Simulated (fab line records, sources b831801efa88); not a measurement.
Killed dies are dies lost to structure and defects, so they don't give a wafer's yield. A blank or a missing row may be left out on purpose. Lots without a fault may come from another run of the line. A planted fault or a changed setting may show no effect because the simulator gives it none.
Which tool did it? | flow gf180mcu | 24 lots, 72 wafers sampled, at 6 steps of a route of 602

WHAT THE GAUGES READ, wafer by wafer
GF_M4_OVL_MEAS_15.
lot  | measured     | on         | M4_OVL (nm)
L074 | day 23 00:01 | overlay-02 | 6 1 0
L075 | day 23 15:53 | overlay-02 | -1 -2 2
L076 | day 23 17:32 | overlay-01 | -5 0 3
L077 | day 24 04:53 | overlay-02 | 6 9 11
L078 | day 24 15:39 | overlay-02 | 0 7 2
L079 | day 25 00:21 | overlay-01 | -5 -12 -8
L080 | day 25 05:12 | overlay-02 | 8 9 3
L081 | day 25 20:41 | overlay-02 | 3 -2 9
L082 | day 25 21:20 | overlay-01 | -12 -8 -7
L083 | day 26 11:14 | overlay-02 | 3 0 4
L084 | day 26 16:56 | overlay-01 | -5 -4 -8
L085 | day 27 06:22 | overlay-02 | -6 1 -4
L086 | day 27 07:30 | overlay-01 | 0 -5 3
L087 | day 27 20:02 | overlay-02 | -5 6 4
L088 | day 28 02:20 | overlay-01 | -5 -4 -4
L089 | day 28 12:23 | overlay-01 | 10 10 0
L090 | day 29 02:14 | overlay-02 | -1 4 -7
L091 | day 29 10:59 | overlay-01 | 1 -5 -2
L092 | day 29 16:44 | overlay-02 | 1 8 -4
L093 | day 29 18:40 | overlay-02 | -1 -3 -1
L094 | day 29 22:05 | overlay-02 | -7 -5 -4
L095 | day 30 01:01 | overlay-01 | -1 2 2
L096 | day 30 08:03 | overlay-01 | 4 8 7
L097 | day 30 17:04 | overlay-02 | -8 -6 -1

GF_MIM_THK_MEAS_11: measures by xrf.
lot  | measured     | on            | MIM_ALCU_THK (nm)
L074 | day 24 01:36 | film_metro-02 | 200.7 202.0 200.9
L075 | day 24 16:44 | film_metro-01 | 197.1 199.8 198.2
L076 | day 24 18:50 | film_metro-02 | 201.8 197.0 199.1
L077 | day 25 06:30 | film_metro-01 | 199.8 196.9 198.7
L078 | day 25 15:50 | film_metro-04 | 198.4 201.8 200.6
L079 | day 26 02:18 | film_metro-04 | 197.2 197.7 194.8
L080 | day 26 06:08 | film_metro-02 | 200.3 202.1 200.2
L081 | day 26 21:03 | film_metro-01 | 196.9 196.1 201.4
L082 | day 26 21:38 | film_metro-02 | 197.6 200.2 200.9
L083 | day 27 11:39 | film_metro-04 | 200.6 198.8 201.7
L084 | day 27 16:23 | film_metro-02 | 203.7 200.2 199.1
L085 | day 28 05:19 | film_metro-01 | 200.5 201.8 201.3
L086 | day 28 05:57 | film_metro-01 | 201.5 201.2 199.4
L087 | day 28 18:22 | film_metro-04 | 198.6 196.0 197.3
L088 | day 29 00:20 | film_metro-01 | 197.0 200.8 196.7
L089 | day 29 11:21 | film_metro-02 | 202.1 199.4 199.2
L090 | day 30 00:12 | film_metro-02 | 201.1 204.2 201.0
L091 | day 30 09:03 | film_metro-02 | 199.9 200.6 201.9
L092 | day 30 14:07 | film_metro-04 | 194.5 196.2 194.8
L093 | day 30 16:41 | film_metro-01 | 198.7 198.2 197.0
L094 | day 30 19:25 | film_metro-02 | 202.2 199.1 198.5
L095 | day 30 22:21 | film_metro-02 | 200.5 202.7 198.3
L096 | day 31 04:44 | film_metro-04 | 198.1 196.6 197.8
L097 | day 31 13:53 | film_metro-01 | 200.3 199.8 198.7

GF_PASSIVATION_THK_MEAS_01.
lot  | measured     | on            | PASSIVATION_CVD_00_THK (nm)
L074 | day 27 19:07 | film_metro-03 | 976 987 996
L075 | day 28 07:04 | film_metro-03 | 1004 1024 1028
L076 | day 28 09:32 | film_metro-04 | 997 990 1011
L077 | day 28 19:47 | film_metro-04 | 1003 1019 1014
L078 | day 29 04:03 | film_metro-04 | 988 1001 1006
L079 | day 29 13:06 | film_metro-03 | 991 1002 1024
L080 | day 29 17:19 | film_metro-01 | 986 1005 998
L081 | day 30 06:20 | film_metro-03 | 987 996 1004
L082 | day 30 07:55 | film_metro-03 | 1008 995 1015
L083 | day 30 19:07 | film_metro-04 | 1007 1011 1028
L084 | day 30 21:51 | film_metro-01 | 998 989 1016
L085 | day 31 11:27 | film_metro-01 | 982 983 999
L086 | day 31 11:46 | film_metro-04 | 990 1009 999
L087 | day 31 21:07 | film_metro-03 | 983 996 992
L088 | day 32 04:06 | film_metro-04 | 995 1004 1006
L089 | day 32 12:47 | film_metro-04 | 992 1009 1040
L090 | day 33 01:23 | film_metro-01 | 969 994 1012
L091 | day 33 08:35 | film_metro-01 | 1011 1020 1015
L092 | day 33 12:20 | film_metro-01 | 994 1012 991
L093 | day 33 13:49 | film_metro-04 | 1001 1011 1014
L094 | day 33 16:20 | film_metro-03 | 998 1004 1016
L095 | day 33 23:30 | film_metro-04 | 1002 1011 1020
L096 | day 34 02:38 | film_metro-03 | 975 975 979
L097 | day 34 09:41 | film_metro-03 | 985 1001 1002

WHICH TOOL RAN EACH LOT (tool, then ch and the chambers of the sampled wafers, then the start)
lot  | GF_M4_SPUTTER_00             | GF_M4_SPUTTER_04             | GF_MIM_SPUTTER_04
L074 | pvd_sputter-03, day 22 01:24 | pvd_sputter-03, day 22 01:35 | pvd_sputter-02, day 24 01:14
L075 | pvd_sputter-04, day 22 16:52 | pvd_sputter-04, day 22 17:03 | pvd_sputter-02, day 24 16:22
L076 | pvd_sputter-02, day 22 18:55 | pvd_sputter-02, day 22 19:05 | pvd_sputter-02, day 24 18:29
L077 | pvd_sputter-02, day 23 06:12 | pvd_sputter-02, day 23 06:23 | pvd_sputter-01, day 25 06:08
L078 | pvd_sputter-03, day 23 17:40 | pvd_sputter-03, day 23 17:50 | pvd_sputter-04, day 25 15:28
L079 | pvd_sputter-03, day 24 02:49 | pvd_sputter-03, day 24 03:01 | pvd_sputter-04, day 26 01:56
L080 | pvd_sputter-04, day 24 07:42 | pvd_sputter-04, day 24 07:53 | pvd_sputter-01, day 26 05:46
L081 | pvd_sputter-04, day 24 23:31 | pvd_sputter-04, day 24 23:41 | pvd_sputter-02, day 26 20:41
L082 | pvd_sputter-02, day 24 23:49 | pvd_sputter-02, day 24 23:59 | pvd_sputter-01, day 26 21:17
L083 | pvd_sputter-02, day 25 13:36 | pvd_sputter-02, day 25 13:47 | pvd_sputter-01, day 27 11:17
L084 | pvd_sputter-02, day 25 20:24 | pvd_sputter-02, day 25 20:35 | pvd_sputter-04, day 27 16:02
L085 | pvd_sputter-03, day 26 09:45 | pvd_sputter-03, day 26 09:56 | pvd_sputter-01, day 28 04:54
L086 | pvd_sputter-02, day 26 10:49 | pvd_sputter-02, day 26 11:00 | pvd_sputter-01, day 28 05:35
L087 | pvd_sputter-03, day 27 00:01 | pvd_sputter-03, day 27 00:11 | pvd_sputter-01, day 28 18:01
L088 | pvd_sputter-03, day 27 07:27 | pvd_sputter-03, day 27 07:38 | pvd_sputter-01, day 28 23:59
L089 | pvd_sputter-04, day 27 17:08 | pvd_sputter-04, day 27 17:19 | pvd_sputter-01, day 29 10:59
L090 | pvd_sputter-04, day 28 06:58 | pvd_sputter-04, day 28 07:08 | pvd_sputter-04, day 29 23:49
L091 | pvd_sputter-02, day 28 15:18 | pvd_sputter-02, day 28 15:29 | pvd_sputter-02, day 30 08:41
L092 | pvd_sputter-03, day 28 21:56 | pvd_sputter-03, day 28 22:07 | pvd_sputter-02, day 30 13:45
L093 | pvd_sputter-02, day 28 23:14 | pvd_sputter-02, day 28 23:25 | pvd_sputter-01, day 30 16:19
L094 | pvd_sputter-04, day 29 03:32 | pvd_sputter-04, day 29 03:44 | pvd_sputter-04, day 30 19:03
L095 | pvd_sputter-04, day 29 06:19 | pvd_sputter-04, day 29 06:29 | pvd_sputter-01, day 30 21:59
L096 | pvd_sputter-04, day 29 13:31 | pvd_sputter-04, day 29 13:41 | pvd_sputter-02, day 31 04:21
L097 | pvd_sputter-04, day 29 22:05 | pvd_sputter-04, day 29 22:16 | pvd_sputter-02, day 31 13:32
- GF_M4_SPUTTER_00: material Ti, target thk 37.5 nm, time 150 s.
- GF_M4_SPUTTER_04: material TiN, target thk 50 nm, time 42.9 s.
- GF_MIM_SPUTTER_04: material TiN, target thk 50 nm, time 41.7 s.

WHAT THE TOOLS THEMSELVES READ (means of the sampled wafers that have a number; where no wafer has one, the mark that the record gives instead)
GF_M4_SPUTTER_00.
lot  | tool           | chamber_pressure_pa (Pa) | throttle_valve_pct (%)
L074 | pvd_sputter-03 | 1.998                    | 30.2
L075 | pvd_sputter-04 | 1.996                    | 30.2
L076 | pvd_sputter-02 | 1.998                    | 28.9
L077 | pvd_sputter-02 | 2.004                    | 29.1
L078 | pvd_sputter-03 | 2.000                    | 30.5
L079 | pvd_sputter-03 | 1.996                    | 30.2
L080 | pvd_sputter-04 | 1.995                    | 29.2
L081 | pvd_sputter-04 | 2.000                    | 28.3
L082 | pvd_sputter-02 | 1.999                    | 29.4
L083 | pvd_sputter-02 | 1.999                    | 28.7
L084 | pvd_sputter-02 | 2.003                    | 29.5
L085 | pvd_sputter-03 | 1.997                    | 30.2
L086 | pvd_sputter-02 | 1.999                    | 28.8
L087 | pvd_sputter-03 | 1.999                    | 30.3
L088 | pvd_sputter-03 | 1.999                    | 30.2
L089 | pvd_sputter-04 | 2.001                    | 29.2
L090 | pvd_sputter-04 | 2.003                    | 29.4
L091 | pvd_sputter-02 | 1.998                    | 29.5
L092 | pvd_sputter-03 | 1.994                    | 30.1
L093 | pvd_sputter-02 | 2.004                    | 28.8
L094 | pvd_sputter-04 | 1.998                    | 29.5
L095 | pvd_sputter-04 | 2.000                    | 29.5
L096 | pvd_sputter-04 | 1.997                    | 28.3
L097 | pvd_sputter-04 | 2.002                    | 30.0

GF_M4_SPUTTER_04.
lot  | tool           | chamber_pressure_pa (Pa) | throttle_valve_pct (%)
L074 | pvd_sputter-03 | 0.4001                   | 30.3
L075 | pvd_sputter-04 | 0.3999                   | 30.1
L076 | pvd_sputter-02 | 0.3986                   | 29.0
L077 | pvd_sputter-02 | 0.4005                   | 29.1
L078 | pvd_sputter-03 | 0.4004                   | 30.2
L079 | pvd_sputter-03 | 0.3998                   | 30.3
L080 | pvd_sputter-04 | 0.4000                   | 29.1
L081 | pvd_sputter-04 | 0.3995                   | 28.3
L082 | pvd_sputter-02 | 0.4004                   | 29.5
L083 | pvd_sputter-02 | 0.3999                   | 28.9
L084 | pvd_sputter-02 | 0.4009                   | 29.4
L085 | pvd_sputter-03 | 0.4004                   | 30.3
L086 | pvd_sputter-02 | 0.4008                   | 28.8
L087 | pvd_sputter-03 | 0.4008                   | 30.2
L088 | pvd_sputter-03 | 0.4009                   | 30.0
L089 | pvd_sputter-04 | 0.3994                   | 29.2
L090 | pvd_sputter-04 | 0.3997                   | 29.3
L091 | pvd_sputter-02 | 0.4005                   | 29.5
L092 | pvd_sputter-03 | 0.4005                   | 30.2
L093 | pvd_sputter-02 | 0.3995                   | 28.7
L094 | pvd_sputter-04 | 0.4004                   | 29.4
L095 | pvd_sputter-04 | 0.4001                   | 29.4
L096 | pvd_sputter-04 | 0.3990                   | 28.2
L097 | pvd_sputter-04 | 0.4004                   | 29.8

GF_MIM_SPUTTER_04.
lot  | tool           | chamber_pressure_pa (Pa) | throttle_valve_pct (%)
L074 | pvd_sputter-02 | 0.3997                   | 28.7
L075 | pvd_sputter-02 | 0.4002                   | 29.8
L076 | pvd_sputter-02 | 0.3997                   | 29.2
L077 | pvd_sputter-01 | 0.4000                   | 29.4
L078 | pvd_sputter-04 | 0.3999                   | 29.2
L079 | pvd_sputter-04 | 0.4005                   | 28.6
L080 | pvd_sputter-01 | 0.3990                   | 29.3
L081 | pvd_sputter-02 | 0.3995                   | 29.7
L082 | pvd_sputter-01 | 0.4010                   | 30.0
L083 | pvd_sputter-01 | 0.4004                   | 30.2
L084 | pvd_sputter-04 | 0.4003                   | 29.2
L085 | pvd_sputter-01 | 0.3995                   | 30.2
L086 | pvd_sputter-01 | 0.4004                   | 30.2
L087 | pvd_sputter-01 | 0.4000                   | 30.2
L088 | pvd_sputter-01 | 0.3987                   | 30.3
L089 | pvd_sputter-01 | 0.3996                   | 29.3
L090 | pvd_sputter-04 | 0.3998                   | 30.1
L091 | pvd_sputter-02 | 0.4006                   | 28.8
L092 | pvd_sputter-02 | 0.4009                   | 29.9
L093 | pvd_sputter-01 | 0.4004                   | 30.3
L094 | pvd_sputter-04 | 0.3999                   | 28.3
L095 | pvd_sputter-01 | 0.3987                   | 29.5
L096 | pvd_sputter-02 | 0.3997                   | 29.9
L097 | pvd_sputter-02 | 0.4009                   | 29.5

THE ANSWER, worked out from the rows above alone
Rule: what is usual is taken from the lots themselves. Put in order of their means at a reading, lots are off if they are a third of the lots or fewer, leave a main group of 4 or more, and stand apart from it by a gap of 3 or more times the standard deviation of the main group's means; of several such gaps the widest counts. A main group whose means are all the same, to the digits that the tables above print for the reading, isn't used. A lot without any number at a reading at which 4 lots or more have one is off too. The other lots that the step has rows for count as sound. The gauges are gone through in route order, then the tools' own readings, and for those a lot's mean is taken as printed above. The first step at which some lot is off is used, and at that step the reading that is off furthest; a lot without a number counts as furthest.
No lot is off at any reading shown: from this, nothing can be told.

WHAT THE SIMULATOR HAD PUT IN
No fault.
